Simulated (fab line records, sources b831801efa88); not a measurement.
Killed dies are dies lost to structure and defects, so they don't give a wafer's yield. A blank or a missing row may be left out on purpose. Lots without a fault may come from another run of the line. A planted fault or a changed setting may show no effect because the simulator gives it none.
A struck lot beside a sound one | flow sky130 | 15 steps out of a route of 708
Sound: wafers L925.1, L925.2, L925.6. Struck: wafers L934.4, L934.5, L934.6. The cause comes at the end.
At each step with rows: each side's tool, then ch and its chambers, then its first start. Under that, the readings that differ: sound wafers | struck wafers | difference of the means | sigmas: that difference in standard deviations of wafers without a fault.
alike: readings whose means differ by less than 2 such deviations, and words and numbers that are the same on both sides. not compared: withheld readings, readings that some wafer has no value for, bounds like >300 that may hide the same value, and numbers for which the record gives no deviation and whose values overlap.
The two part at a step that has a row with sigmas, a row that says differs or no value, or rows on one side only. Numbers that don't overlap but have no deviation are shown without sigmas and don't part them. A reading that every wafer of one side lacks parts them only if that side has two wafers or more.

SKY_NWELL_THK_MEAS_02:
  sound on film_metro-04, day 2 23:20; struck on film_metro-04, day 4 20:20
  reading                  | sound            | struck            | difference | sigmas
  NWELL_OXIDATION_THK (nm) | 9.74 10.09 10.07 | 10.39 10.32 10.36 | +0.39      | +2
then, 8 steps without rows for these wafers: SKY_DNWELL_DEHYDRATE_00 (time 60 s); SKY_DNWELL_HMDS_01 (prime time 60 s); SKY_DNWELL_COAT_02 (resist thk 3000 nm); SKY_DNWELL_SOFTBAKE_03; SKY_DNWELL_EXPOSE_04 (exposes mask DNM, target cd 3000 nm); SKY_DNWELL_PEB_05; SKY_DNWELL_DEVELOP_06 (develop time 60 s); SKY_DNWELL_IMPLANT_07.
SKY_DNWELL_STRIP_08: strips in O2/N2.
  sound on plasma_asher-03 ch 0,1, day 3 13:41; struck on plasma_asher-02 ch 0,1, day 5 13:49
  alike: drypump_motor_current_A, oes_product_au, strip_time_to_endpoint_s
  not compared: rf_hours_counter_h
SKY_DNWELL_TW_MEAS_09:
  sound on film_metro-04, day 3 13:47; struck on film_metro-04, day 5 13:55
  alike: DNWELL_TW
then, 1 step without rows for these wafers: SKY_PWDE_DEHYDRATE_00 (time 60 s).
SKY_PWDE_HMDS_01: prime time 60 s.
  sound on litho_track-03 ch 0, day 3 20:18; struck on litho_track-03 ch 0, day 5 22:04
  reading          | sound                | struck               | difference | sigmas
  prime_temp_c (C) | 119.96 119.81 119.85 | 124.17 124.10 123.89 | +4.18      | +32
then, 1 step without rows for these wafers: SKY_PWDE_COAT_02 (resist thk 3000 nm).
-- the record jumps here: 43 days lie between the struck wafers' starts before and after (it left off in module PWDE and takes up again in module PAD_OPEN, whose first step shown is number 708 of the route) --
SKY_PAD_OPEN_PROBE_99:
  the record has rows for the struck wafers here (prober-01, day 48 11:19) and none for the sound ones

WHERE THEY PART
First at SKY_NWELL_THK_MEAS_02; last, within this record, at SKY_PAD_OPEN_PROBE_99.

WHY: what the simulator had put in
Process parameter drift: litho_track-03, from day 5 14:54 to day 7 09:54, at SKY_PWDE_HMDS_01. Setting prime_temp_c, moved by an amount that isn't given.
